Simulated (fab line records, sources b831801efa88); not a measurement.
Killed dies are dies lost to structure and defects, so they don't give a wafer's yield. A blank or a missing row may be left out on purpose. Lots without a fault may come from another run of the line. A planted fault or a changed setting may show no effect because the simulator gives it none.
fab line records | flow sky130
record lots=12 wafers=36 last_day=50
route steps=708 shown PWDE@55 VT_ADJUST_LVTN@106 VT_ADJUST_HVTR@139 PAD_OPEN@708
lots that met no fault: from a run of the same line without faults
start_h: hours from the record's first day to the start of the lot's first wafer shown | wait_h: hours since the lot's step before | " the same as in the row above | L1.1+2: a row that stands for several wafers | - no value, or no start given | * or withheld: withheld | < > ~ a bound
route shown NAME@n: a module of which the file shows steps, and the number in the route of the first | usual: mean/standard deviation of fault-free wafers | same: alike in all rows | chamber/n: place in a boat | sites: the reading at each site | _std_site: their standard deviation | _edge_site: outer sites' mean less inner sites' | radius_mm: how far each site lies from the wafer's centre | mask NAME#n: copy n | behind: the tool/chamber that last shaped the wafer | hold: why the lot was held/for how many hours/how that ended | device: the transistor (n, p or np) that didn't switch | end of line: the same wafers' tests at the end of the route | a step without rows: its recipe alone | killed: dies lost to structure and defects at the first sort, not the wafer's yield | map: a wafer's dies, x killed, . not, _ none there
set.NAME: the setting as run; set.NAME@STEP: as run at that earlier step | model.NAME: the simulator's own value behind a step, which no gauge read
steps of the route over a sample of lots; a table a step, a row a wafer
services: from which hour (start_h, from the record's first day; less than 0 if before it) a tool's chamber was out of use, for how many hours, and why
## steps
# step SKY_PWDE_TW_MEAS_10
# usual PWDE_TW=374.7/2.6
# columns lot.wafer tool chamber start_h wait_h PWDE_TW
L141.2 film_metro-03 - 71.13 0.1 373.2
L141.3 " - " " 372.5
L141.4 " - " " 374.7
L142.2 film_metro-03 - 74.75 0.1 373.6
L142.4 " - " " 372.6
L142.5 " - " " 375.6
L144.2 film_metro-03 - 91.01 0.1 373.9
L144.3 " - " " 373.7
L144.4 " - " " 375.5
L145.2 film_metro-04 - 93.50 0.1 375.6
L145.3 " - " " 376.7
L145.6 " - " " 376.8
L147.2 film_metro-03 - 104.71 0.1 378.1
L147.4 " - " " 376.0
L147.6 " - " " 377.6
L151.1 film_metro-03 - 124.99 0.1 377.4
L151.3 " - " " 376.7
L151.6 " - " " 377.1
L152.3 film_metro-04 - 131.69 0.1 376.0
L152.5 " - " " 376.5
L152.6 " - " " 378.5
L155.2 film_metro-04 - 146.81 0.1 378.1
L155.3 " - " " 374.0
L155.6 " - " " 375.3
L157.1 film_metro-04 - 160.20 0.1 377.3
L157.3 " - " " 376.7
L157.6 " - " " 375.0
L158.2 film_metro-02 - 164.23 0.1 368.8
L158.3 " - " " 366.9
L158.6 " - " " 368.4
L159.1 film_metro-03 - 170.15 0.1 375.8
L159.4 " - " " 375.4
L159.6 " - " " 372.8
L164.1 film_metro-02 - 198.04 0.1 373.2
L164.4 " - " " 373.1
L164.6 " - " " 373.0
# step SKY_VT_ADJUST_LVTN_STRIP_09
# recipe chemistry=O2/N2 power_w=1400 pressure_mtorr=1500 platen_temp_c=withheld o2_flow_sccm=3000 n2_flow_sccm=300 overash_fraction=0.5
# usual drypump_motor_current_A=5.7/0.56 oes_product_au=0.723/0.0042 strip_time_to_endpoint_s=36.90/0.11
# columns lot.wafer tool chamber start_h wait_h drypump_motor_current_A oes_product_au rf_hours_counter_h strip_time_to_endpoint_s
L141.2 plasma_asher-04 0 146.05 0.1 5.2 0.717 34 36.84
L141.3 " 0 " " 5.2 0.718 - 36.95
L141.4 " 1 " " 5.2 0.718 - 36.98
L142.2 plasma_asher-03 1 149.52 0.1 6.7 0.722 3 36.95
L142.4 " 0 " " 5.9 0.726 - 36.91
L142.5 " 0 " " 5.9 0.726 - 36.92
L144.2 plasma_asher-04 0 169.40 0.1 5.2 0.719 36 37.04
L144.3 " 0 " " 5.3 0.720 - 37.01
L144.4 " 1 " " 5.2 0.721 - 37.00
L145.2 plasma_asher-02 1 173.00 0.1 5.4 0.715 48 36.81
L145.3 " 1 " " 5.4 0.718 - 36.83
L145.6 " 1 " " 5.4 0.725 - 36.85
L147.2 plasma_asher-04 1 185.22 0.1 5.2 0.723 37 36.87
L147.4 " 0 " " 5.2 0.721 - 36.87
L147.6 " 1 " " 5.2 0.723 - 36.77
L151.1 plasma_asher-03 0 207.17 0.1 5.9 0.731 9 36.64
L151.3 " 0 " " 5.9 0.730 - 36.71
L151.6 " 1 " " 6.8 0.730 - 36.72
L152.3 plasma_asher-03 1 217.80 0.1 6.7 0.721 - 36.83
L152.5 " 0 " " 5.9 0.726 - 36.94
L152.6 " 1 " " 6.7 0.726 - 36.84
L155.2 plasma_asher-03 0 236.37 0.1 5.9 0.720 13 36.86
L155.3 " 1 " " 6.7 0.722 - 36.81
L155.6 " 0 " " 5.9 0.726 - 36.70
L157.1 plasma_asher-02 1 250.24 0.1 5.4 0.717 59 36.60
L157.3 " 1 " " 5.4 0.712 - 36.73
L157.6 " 0 " " 5.7 0.723 - 36.84
L158.2 plasma_asher-03 1 254.80 0.1 6.7 0.720 14 37.04
L158.3 " 1 " " 6.7 0.726 - 36.97
L158.6 " 1 " " 6.6 0.711 - 36.99
L159.1 plasma_asher-03 0 262.47 0.1 5.9 0.728 15 37.02
L159.4 " 1 " " 6.7 0.719 - 37.11
L159.6 " 1 " " 6.8 0.728 - 37.06
L164.1 plasma_asher-03 0 296.22 0.1 5.9 0.722 21 36.81
L164.4 " 0 " " 5.9 0.721 - 36.89
L164.6 " 0 " " 5.8 0.722 - 36.91
# step SKY_VT_ADJUST_LVTN_IMPLANT_19
# recipe species=B energy_kev=30 dose_cm2=6.5e+11 tilt_deg=withheld
# usual dose_ions_cm2=6.498e+11/7.3e+08 faraday_current_uA=3.68/0.074
# same implant_ion_amu=11
# columns lot.wafer tool chamber start_h wait_h dose_ions_cm2 faraday_current_uA
L141.2 implanter-03 0 166.79 0.0 6.514e+11 3.46
L141.3 " 0 " " 6.504e+11 3.55
L141.4 " 0 " " 6.498e+11 3.80
L142.2 implanter-04 0 169.58 0.0 6.497e+11 3.54
L142.4 " 0 " " 6.506e+11 3.77
L142.5 " 0 " " 6.493e+11 3.72
L144.2 implanter-03 0 190.29 0.0 6.5e+11 3.65
L144.3 " 0 " " 6.5e+11 3.76
L144.4 " 0 " " 6.5e+11 3.58
L145.2 implanter-03 0 194.64 0.0 6.481e+11 3.62
L145.3 " 0 " " 6.495e+11 3.66
L145.6 " 0 " " 6.492e+11 3.64
L147.2 implanter-04 0 206.13 0.0 6.506e+11 3.65
L147.4 " 0 " " 6.504e+11 3.73
L147.6 " 0 " " 6.504e+11 3.65
L151.1 implanter-03 0 230.60 0.0 6.495e+11 3.67
L151.3 " 0 " " 6.497e+11 3.58
L151.6 " 0 " " 6.496e+11 3.73
L152.3 implanter-04 0 241.57 0.1 6.487e+11 3.72
L152.5 " 0 " " 6.491e+11 3.61
L152.6 " 0 " " 6.501e+11 3.64
L155.2 implanter-04 0 259.48 0.0 1.1781e+12 6.68
L155.3 " 0 " " 1.1771e+12 6.65
L155.6 " 0 " " 1.1778e+12 6.88
L157.1 implanter-04 0 275.22 0.0 1.1773e+12 6.84
L157.3 " 0 " " 1.1769e+12 6.76
L157.6 " 0 " " 1.178e+12 6.87
L158.2 implanter-04 0 280.29 0.0 1.1762e+12 6.47
L158.3 " 0 " " 1.1769e+12 6.58
L158.6 " 0 " " 1.1754e+12 6.65
L159.1 implanter-02 0 287.92 0.0 6.484e+11 3.59
L159.4 " 0 " " 6.505e+11 3.60
L159.6 " 0 " " 6.475e+11 3.61
L164.1 implanter-03 0 321.60 0.0 6.501e+11 3.66
L164.4 " 0 " " 6.505e+11 3.59
L164.6 " 0 " " 6.508e+11 3.59
# step SKY_VT_ADJUST_LVTN_TW_MEAS_21
# usual VT_ADJUST_LVTN_2_TW=188.0/1.3
# columns lot.wafer tool chamber start_h wait_h VT_ADJUST_LVTN_2_TW
L141.2 film_metro-02 - 167.03 0.1 184.5
L141.3 " - " " 185.8
L141.4 " - " " 185.0
L142.2 film_metro-01 - 169.81 0.1 188.0
L142.4 " - " " 187.5
L142.5 " - " " 189.0
L144.2 film_metro-04 - 190.53 0.1 188.9
L144.3 " - " " 190.1
L144.4 " - " " 188.9
L145.2 film_metro-02 - 194.88 0.1 188.2
L145.3 " - " " 187.7
L145.6 " - " " 188.1
L147.2 film_metro-04 - 206.36 0.1 187.9
L147.4 " - " " 188.0
L147.6 " - " " 188.8
L151.1 film_metro-04 - 230.85 0.1 189.1
L151.3 " - " " 190.3
L151.6 " - " " 189.0
L152.3 film_metro-01 - 241.79 0.1 188.3
L152.5 " - " " 188.9
L152.6 " - " " 187.8
L155.2 film_metro-02 - 259.71 0.1 220.5
L155.3 " - " " 220.5
L155.6 " - " " 220.3
L157.1 film_metro-02 - 275.47 0.1 220.9
L157.3 " - " " 220.0
L157.6 " - " " 221.1
L158.2 film_metro-01 - 280.53 0.1 219.7
L158.3 " - " " 220.0
L158.6 " - " " 222.2
L159.1 film_metro-02 - 288.17 0.1 185.9
L159.4 " - " " 186.2
L159.6 " - " " 187.5
L164.1 film_metro-02 - 321.85 0.1 188.4
L164.4 " - " " 186.5
L164.6 " - " " 186.3
# step SKY_VT_ADJUST_HVTR_OVL_MEAS_08
# usual VT_ADJUST_HVTR_OVL=0.3/1.2
# columns lot.wafer tool chamber start_h wait_h VT_ADJUST_HVTR_OVL[nm]
L141.2 overlay-01 - 209.43 0.1 0.9
L141.3 " - " " 1.2
L141.4 " - " " 1.2
L142.2 overlay-02 - 213.13 0.1 2.6
L142.4 " - " " 0.2
L142.5 " - " " 0.5
L144.2 overlay-02 - 236.04 0.1 0.2
L144.3 " - " " 0.0
L144.4 " - " " -0.2
L145.2 overlay-01 - 241.03 0.1 0.9
L145.3 " - " " 1.1
L145.6 " - " " 1.4
L147.2 overlay-01 - 254.16 0.1 2.1
L147.4 " - " " 1.4
L147.6 " - " " 1.6
L151.1 overlay-01 - 280.13 0.1 0.6
L151.3 " - " " -0.4
L151.6 " - " " 1.1
L152.3 overlay-01 - 291.71 0.1 1.4
L152.5 " - " " 1.1
L152.6 " - " " 2.9
L155.2 overlay-02 - 309.99 0.1 -2.4
L155.3 " - " " -1.9
L155.6 " - " " -0.8
L157.1 overlay-01 - 327.30 0.1 0.4
L157.3 " - " " -0.2
L157.6 " - " " 0.4
L158.2 overlay-01 - 332.61 0.1 1.6
L158.3 " - " " 2.5
L158.6 " - " " 2.9
L159.1 overlay-01 - 339.33 0.1 -0.8
L159.4 " - " " 0.9
L159.6 " - " " -0.6
L164.1 overlay-01 - 376.15 0.1 -0.6
L164.4 " - " " -0.3
L164.6 " - " " -1.4
# step SKY_PAD_OPEN_PROBE_99
# usual killed_at_M0_to_M3=45/7.2 killed_at_M4_up=3.0/1.8 killed_at_contacts=25/6.1 killed_at_front_end=14/4.4 killed_at_other=0.2/0.44 killed_dies=88/10 killed_open=48/7.4 killed_short=40/6.3
# same gross_dies=492 killed_at_back_side=0
# columns lot.wafer tool chamber start_h wait_h killed_at_M0_to_M3 killed_at_M4_up killed_at_contacts killed_at_front_end killed_at_other killed_dies killed_open killed_short
L151.1 prober-02 - 1140.58 0.1 47 4 30 27 1 109 59 50
L151.3 prober-02 - 1140.68 0.2 42 4 25 10 0 81 38 43
L151.6 prober-02 - 1140.83 0.2 59 3 29 19 0 110 63 47
# killed by level:class
L151.1 CONTACT:geometric_particle:open=15 VIA1:geometric_particle:open=13 POLY_GATE:geometric_particle:short=8 VIA1:geometric_particle:short=8 POLY_GATE:geometric_particle:open=6 LI_CONTACT:geometric_particle:open=6 FIELD_ISO:geometric_particle:short=5 CONTACT:geometric_particle:short=5
L151.3 CONTACT:geometric_particle:open=9 VIA1:geometric_particle:open=9 VIA3:geometric_particle:open=8 CONTACT:geometric_particle:short=7 LI_CONTACT:geometric_particle:short=7 METAL2:geometric_particle:short=7 VIA1:geometric_particle:short=4 VIA2:geometric_particle:open=4
L151.6 VIA3:geometric_particle:open=15 VIA1:geometric_particle:open=11 CONTACT:geometric_particle:short=9 LI_CONTACT:geometric_particle:open=8 CONTACT:geometric_particle:open=8 VIA2:geometric_particle:open=7 FIELD_ISO:geometric_particle:open=6 POLY_GATE:geometric_particle:short=5
## services
# columns tool chamber start_h hours kind
implanter-04 - 138.35 1.4 repair
implanter-03 - 168.25 4.3 pm
implanter-03 - 174.36 10.4 repair
plasma_asher-04 - 188.74 1.6 repair
plasma_asher-04 - 190.64 88.7 repair
implanter-04 - 193.93 6.3 repair
plasma_asher-03 - 204.24 1.7 repair
plasma_asher-03 - 237.10 14.6 pm
plasma_asher-02 - 251.70 52.3 pm
implanter-03 - 262.99 5.0 pm
implanter-03 - 268.03 3.4 pm
implanter-03 - 271.68 26.6 repair
implanter-03 - 297.90 2.2 repair
implanter-04 - 317.19 3.6 pm
## key
first_sign step=SKY_VT_ADJUST_LVTN_IMPLANT_19 reading=dose_ions_cm2 direction=up sigmas=99+ usual=* struck=*
effect step=SKY_VT_ADJUST_LVTN_IMPLANT_19 reading=faraday_current_uA direction=up sigmas=41 usual=3.68 struck=6.71
effect step=SKY_VT_ADJUST_LVTN_TW_MEAS_21 reading=VT_ADJUST_LVTN_2_TW direction=up sigmas=25 usual=188.0 struck=220.6
met_at SKY_VT_ADJUST_LVTN_IMPLANT_19
struck_lots L155,L157,L158
tester_left_out L155,L157,L158
not_acting_at SKY_PWDE_TW_MEAS_10,SKY_VT_ADJUST_LVTN_STRIP_09,SKY_VT_ADJUST_HVTR_OVL_MEAS_08
onset_between 241.57 259.48
fault kind=process_parameter_drift tool=implanter-04 chamber=- onset_h=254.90 steps=SKY_VT_ADJUST_LVTN_IMPLANT_19 channel=dose_cm2 offset=* shape=step end_h=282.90 acts_in=* stated=*
# tester_left_out: of these lots the tester's yield and bins aren't shown, on N5 and GAA mostly nor the transistor test; their killed dies are dies lost to structure and defects alone, not to doping, threshold or leakage, so they don't give the yield
